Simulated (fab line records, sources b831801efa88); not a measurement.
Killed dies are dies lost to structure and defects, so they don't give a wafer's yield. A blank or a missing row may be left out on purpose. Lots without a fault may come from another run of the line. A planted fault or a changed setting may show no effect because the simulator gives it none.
A struck lot beside a sound one | flow sky130 | 15 steps out of a route of 708
Sound: wafers L714.2, L714.3, L714.4. Struck: wafers L724.2, L724.3, L724.4. The cause comes at the end.
At each step with rows: each side's tool, then ch and its chambers, then its first start. Under that, the readings that differ: sound wafers | struck wafers | difference of the means | sigmas: that difference in standard deviations of wafers without a fault.
alike: readings whose means differ by less than 2 such deviations, and words and numbers that are the same on both sides. not compared: withheld readings, readings that some wafer has no value for, bounds like >300 that may hide the same value, and numbers for which the record gives no deviation and whose values overlap.
The two part at a step that has a row with sigmas, a row that says differs or no value, or rows on one side only. Numbers that don't overlap but have no deviation are shown without sigmas and don't part them. A reading that every wafer of one side lacks parts them only if that side has two wafers or more.

first, 1 step without rows for these wafers: SKY_FIELD_ISO_ANNEAL_26 (time 1800 s).
SKY_FIELD_ISO_CMP_27: polishes, stops on Si3N4, t overpolish 16 s, target thk 457.8 nm.
  sound on cmp-01 ch 1,2,3, day 3 12:14; struck on cmp-01 ch 1,2,3, day 5 19:50
  reading                | sound       | struck      | difference | sigmas
  time_to_endpoint_s (s) | 115 106 116 | 125 119 121 | +9         | +2
  alike: motor_current_A, overpolish_run_s
then, 5 steps without rows for these wafers: SKY_FIELD_ISO_WET_ETCH_28 (etches SiO2 in dHF, target depth 23.7 nm, time 47 s); SKY_FIELD_ISO_WET_ETCH_29 (etches Si3N4 in H3PO4, target depth 160 nm, time 1825 s); SKY_FIELD_ISO_WET_ETCH_30 (etches SiO2 in dHF, target depth 25 nm, time 50 s); SKY_NWELL_CLEAN_00 (cleans in SC1/SC2, time 150 s); SKY_NWELL_OXIDATION_01 (stabilise 600 s, purge 300 s, target thk 10 nm).
SKY_NWELL_THK_MEAS_02:
  sound on film_metro-03, day 3 15:02; struck on film_metro-02, day 5 23:57
  alike: NWELL_OXIDATION_THK
then, 4 steps without rows for these wafers: SKY_DNWELL_DEHYDRATE_00 (time 60 s); SKY_DNWELL_HMDS_01 (prime time 60 s); SKY_DNWELL_COAT_02 (resist thk 3000 nm); SKY_DNWELL_SOFTBAKE_03.
SKY_DNWELL_EXPOSE_04: exposes mask DNM, target cd 3000 nm.
  sound on iline_stepper-02 ch 0, day 3 22:45; struck on iline_stepper-02 ch 0, day 6 08:54
  reading | sound             | struck                     | difference | sigmas
  mask    | DNM#0 DNM#0 DNM#0 | DNM_R1#0 DNM_R1#0 DNM_R1#0 | differs    |
then, 1 step without rows for these wafers: SKY_DNWELL_PEB_05.
-- the record jumps here: 43 days lie between the struck wafers' starts before and after (it left off in module DNWELL and takes up again in module PAD_OPEN, whose first step shown is number 708 of the route) --
SKY_PAD_OPEN_PROBE_99:
  sound on prober-02, day 46 08:22; struck on prober-02, day 49 04:37
  reading                                  | sound          | struck            | difference | sigmas
  model.etest.res_deep_nwell.width_nm (nm) | 2983 3006 2995 | 2399 2401 2407    | -592       |
  model.etest.res_deep_nwell.line_ohm_um   | 741 738 741.3  | 923.5 924.1 911.6 | +179.6     |
  alike: killed_at_M0_to_M3, killed_at_M4_up, killed_at_contacts, killed_at_front_end, killed_at_other, killed_dies, killed_on_rim, killed_open, killed_short

WHERE THEY PART
First at SKY_FIELD_ISO_CMP_27; last, within this record, at SKY_DNWELL_EXPOSE_04. Later steps at which nothing parts them and some readings are alike: SKY_PAD_OPEN_PROBE_99.

WHY: what the simulator had put in
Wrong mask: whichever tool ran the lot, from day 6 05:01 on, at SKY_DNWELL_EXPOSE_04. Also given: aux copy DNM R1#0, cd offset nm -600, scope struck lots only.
